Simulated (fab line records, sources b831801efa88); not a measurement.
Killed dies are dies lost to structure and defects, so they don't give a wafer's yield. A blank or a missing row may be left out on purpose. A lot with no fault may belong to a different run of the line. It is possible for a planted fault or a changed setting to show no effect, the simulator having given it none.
2 desks looking at one fault || flow sky130 || every desk sees just its own numbers, and what lay behind them comes last

== METROLOGY DESK ==
Lot by lot, what the gauges showed, no matter which tool ran the lot: averages of those sampled wafers that carry a number. The brackets show how far a lot's mean lies from the usual mean; more than 4 standard deviations puts the lot out of limits, marked OUT.
Columns: A = LI_CONTACT_OVL at SKY_LI_CONTACT_OVL_MEAS_13, usual 1 nm; B = cdNm at SKY_CONTACT_CD_MEAS_14, usual 169.8 nm
{"lot": "L391", "first seen here": "day 30 11:01", "A": 5, "B": 169.2}
{"lot": "L393", "first seen here": "day 31 12:19", "A": 1, "B": 169.4}
{"lot": "L395", "first seen here": "day 31 15:01", "A": 4, "B": 167.7}
{"lot": "L396", "first seen here": "day 32 14:43", "A": 1, "B": 168.4}
{"lot": "L398", "first seen here": "day 33 04:40", "A": 6, "B": 168.4}
{"lot": "L400", "first seen here": "day 34 10:17", "A": -2, "B": 170.0}
{"lot": "L406", "first seen here": "day 34 17:50", "A": -3, "B": 168.9}
{"lot": "L408", "first seen here": "day 35 07:40", "A": -1, "B": 170.2}
{"lot": "L409", "first seen here": "day 35 08:40", "A": 3, "B": 170.4}
{"lot": "L410", "first seen here": "day 35 18:10", "A": 5, "B": 170.5}
{"lot": "L413", "first seen here": "day 36 13:07", "A": -1, "B": 172.4}
Finding of this desk: none of the 11 lots has anything out of limits.

== TOOL OWNER'S DESK, rieMetal-04 ==
The tool's own readings at SKY_METAL3_METAL_ETCH_18 (etches the open film in Cl2/BCl3, stops on SiO2, target depth 845 nm, time 183.1 s): means of the sampled wafers that have a number, for each lot that ran on this tool. The brackets show how far a lot's mean lies from the usual mean; more than 4 standard deviations puts the lot out of limits, marked OUT.
Columns: A = biasW at SKY_METAL3_METAL_ETCH_18, usual 48.52 W; B = drypumpMotorCurrentA at SKY_METAL3_METAL_ETCH_18, usual 5.91 A; C = oesProductAu at SKY_METAL3_METAL_ETCH_18, usual 0.865 a.u.; D = throttleValvePct at SKY_METAL3_METAL_ETCH_18, usual 22.265 %
{"lot": "L393", "first seen here": "day 40 12:49", "A": 48.36, "B": 5.77, "C": 0.859, "D": 22.261}
{"lot": "L396", "first seen here": "day 41 19:09", "A": 48.49, "B": 5.76, "C": 0.861, "D": 22.263}
{"lot": "L406", "first seen here": "day 43 12:51", "A": "44.96 (-27) OUT", "B": 5.76, "C": 0.867, "D": 22.263}
{"lot": "L408", "first seen here": "day 43 22:09", "A": "44.92 (-28) OUT", "B": 5.77, "C": 0.859, "D": 22.267}
This desk's verdict: out of limits on L406, L408, starting with L406 at day 43 12:51 (biasW at SKY_METAL3_METAL_ETCH_18). L393, L396: within limits.

== ALL TOGETHER ==
At day 43 12:51, on L406, L408, the tool owner's desk was in a position to raise an alarm.
Metrology desk: nothing out of limits seen.
The metrology desk has L406, L408 on record, within its limits.
SKY_METAL3_METAL_ETCH_18 was run on rieMetal-04 by each of the lots named.

== WHAT THE SIMULATOR HAD PUT IN ==
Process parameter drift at SKY_METAL3_METAL_ETCH_18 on rieMetal-04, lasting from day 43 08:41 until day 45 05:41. Setting biasW shifted by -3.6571 from 48.5. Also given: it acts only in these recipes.
Lots struck among those shown: L406, L408.
Hours from the fault's start to each desk's first reading out of limits: the tool owner's desk, 4.
